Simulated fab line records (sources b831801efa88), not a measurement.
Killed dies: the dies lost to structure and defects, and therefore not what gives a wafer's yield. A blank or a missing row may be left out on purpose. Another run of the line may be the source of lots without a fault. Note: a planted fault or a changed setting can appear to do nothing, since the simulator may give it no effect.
Which of the tools did it? | flow sky130 | at 1 step of a route of 708, 6 lots with 17 wafers sampled

== WHAT THE GAUGES SHOWED, per wafer ==
SKY_SD_P_TW_MEAS_11.
lot  | measured     | on            | SD_P_TW
L158 | day 25 19:13 | film_metro-02 | 2850 2854 2830
L161 | day 27 04:05 | film_metro-03 | 2868 2852 2848
L163 | day 27 09:59 | film_metro-03 | 2868 2852 2849
L166 | day 28 11:34 | film_metro-03 | 2853 2847 2859
L169 | day 29 21:01 | film_metro-03 | 2829 2845
L178 | day 32 05:07 | film_metro-03 | 2855 2842 2838

== WHICH TOOL RAN EACH LOT (tool, then ch and the chambers of the sampled wafers, then the start) ==
Record: no process step prior to these readings.

== THE ANSWER, worked out from the rows above alone ==
Rule: usual is defined by the lots themselves. The widest of any qualifying gaps counts: lots, ordered by their means at a reading, are off when they make up no more than a third of the lots, leave a main group of 4 or more, and stand apart from it by 3 or more times the standard deviation of that group's means. If all means in a main group match to the digits the tables above print for the reading, that group is not used. Also off: a lot with no number at a reading for which 4 or more lots have one. All remaining lots with rows at the step are treated as sound.
None of the lots is off at any reading shown; this tells nothing.

== WHAT THE SIMULATOR HAD PUT IN ==
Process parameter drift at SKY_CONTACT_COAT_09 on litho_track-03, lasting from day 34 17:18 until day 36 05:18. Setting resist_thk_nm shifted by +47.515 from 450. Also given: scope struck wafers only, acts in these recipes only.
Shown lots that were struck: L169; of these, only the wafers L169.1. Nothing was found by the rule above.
